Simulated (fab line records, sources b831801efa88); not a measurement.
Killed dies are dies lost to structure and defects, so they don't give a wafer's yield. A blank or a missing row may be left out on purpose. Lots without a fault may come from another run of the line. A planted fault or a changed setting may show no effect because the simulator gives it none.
A struck lot beside a sound one | flow sky130 | 15 steps out of a route of 708
Sound: wafers L130.1, L130.4, L130.6. Struck: wafers L144.1, L144.3, L144.5. The cause comes at the end.
At each step with rows: each side's tool, then ch and its chambers, then its first start. Under that, the readings that differ: sound wafers | struck wafers | difference of the means | sigmas: that difference in standard deviations of wafers without a fault.
alike: readings whose means differ by less than 2 such deviations, and words and numbers that are the same on both sides. not compared: withheld readings, readings that some wafer has no value for, bounds like >300 that may hide the same value, and numbers for which the record gives no deviation and whose values overlap.
The two part at a step that has a row with sigmas, a row that says differs or no value, or rows on one side only. Numbers that don't overlap but have no deviation are shown without sigmas and don't part them. A reading that every wafer of one side lacks parts them only if that side has two wafers or more.

SKY_VIA4_OVL_MEAS_11:
  sound on overlay-02, day 42 19:35; struck on overlay-02, day 46 11:20
  alike: VIA4_OVL
then, 1 step without rows for these wafers: SKY_VIA4_ETCH_12 (etches SiO2 in C4F8/O2/Ar, stops on TiN, target depth 580 nm).
SKY_VIA4_STRIP_13: strips in O2/N2.
  sound on plasma_asher-03 ch 0,1, day 42 19:42; struck on plasma_asher-01 ch 0,1, day 46 11:27
  alike: drypump_motor_current_A, oes_product_au, strip_time_to_endpoint_s
  not compared: rf_hours_counter_h
then, 3 steps without rows for these wafers: SKY_VIA4_STRIP_14 (strips in post etch residue remover, time 1200 s); SKY_VIA4_CLEAN_15 (cleans in IPA, time 180 s); SKY_VIA4_CLEAN_16 (cleans in O3/DIW).
SKY_VIA4_SPUTTER_17: material TiN, target thk 20 nm, time 80 s.
  sound on pvd_sputter-03, day 42 20:26; struck on pvd_sputter-03, day 46 12:03
  alike: throttle_valve_pct
SKY_VIA4_CVD_18: deposits W, target thk 505 nm, time 152.14 s.
  sound on cvd_w-02 ch 0,1, day 42 20:29; struck on cvd_w-01 ch 0,1, day 46 12:07
  alike: heater_power_w
  not compared: since_wet_clean_h
SKY_VIA4_RS_MEAS_19: measures by four-point-probe.
  sound on film_metro-04, day 42 20:38; struck on film_metro-04, day 46 12:16
  alike: VIA4_W_RS
SKY_VIA4_THK_MEAS_20: measures by xrf.
  sound on film_metro-04, day 42 20:46; struck on film_metro-04, day 46 12:23
  alike: VIA4_W_THK
SKY_VIA4_CMP_21: polishes, stops on SiO2, t overpolish 25 s, target thk 0 nm.
  sound on cmp-02 ch 0,1,3, day 42 20:55; struck on cmp-02 ch 1,2,3, day 46 12:29
  reading              | sound                | struck               | difference | sigmas
  overpolish_run_s (s) | 24.989 24.982 24.987 | 25.011 25.012 24.996 | +0.020     | +2
  alike: motor_current_A, time_to_endpoint_s
SKY_METAL5_SPUTTER_00: material Ti, target thk 15 nm, time 10 s.
  sound on pvd_sputter-01, day 42 21:07; struck on pvd_sputter-04, day 46 12:44
  alike: throttle_valve_pct
SKY_METAL5_SPUTTER_01: material TiN, target thk 20 nm, time 16.7 s.
  sound on pvd_sputter-01, day 42 21:09; struck on pvd_sputter-04, day 46 12:46
  reading                                    | sound             | struck            | difference | sigmas
  model.TiN_of_METAL5_SPUTTER_01.thk_nm (nm) | 20.31 20.62 20.29 | 20.74 21.02 21.08 | +0.54      |
  alike: throttle_valve_pct
then, 1 step without rows for these wafers: SKY_METAL5_SPUTTER_02 (material AlCu, target thk 1150 nm, time 61.2 s).
-- the record jumps here: 3 days lie between the struck wafers' starts before and after (it left off in module METAL5 and takes up again in module PAD_OPEN, whose first step shown is number 708 of the route) --
SKY_PAD_OPEN_PROBE_99:
  sound on prober-01, day 45 20:07; struck on prober-01, day 49 02:06
  alike: defect_limited_yield, killed_at_M0_to_M3, killed_at_M4_up, killed_at_contacts, killed_at_front_end, killed_at_other, killed_dies, killed_open, killed_short, sort_bin_3_pad_short, sort_bin_5_function, sort_bin_6_memory, sort_n_pass, sort_yield_pct

WHERE THEY PART
Only at SKY_VIA4_CMP_21, within this record. Later steps at which nothing parts them and some readings are alike: SKY_METAL5_SPUTTER_00, SKY_METAL5_SPUTTER_01, SKY_PAD_OPEN_PROBE_99.

WHY: what the simulator had put in
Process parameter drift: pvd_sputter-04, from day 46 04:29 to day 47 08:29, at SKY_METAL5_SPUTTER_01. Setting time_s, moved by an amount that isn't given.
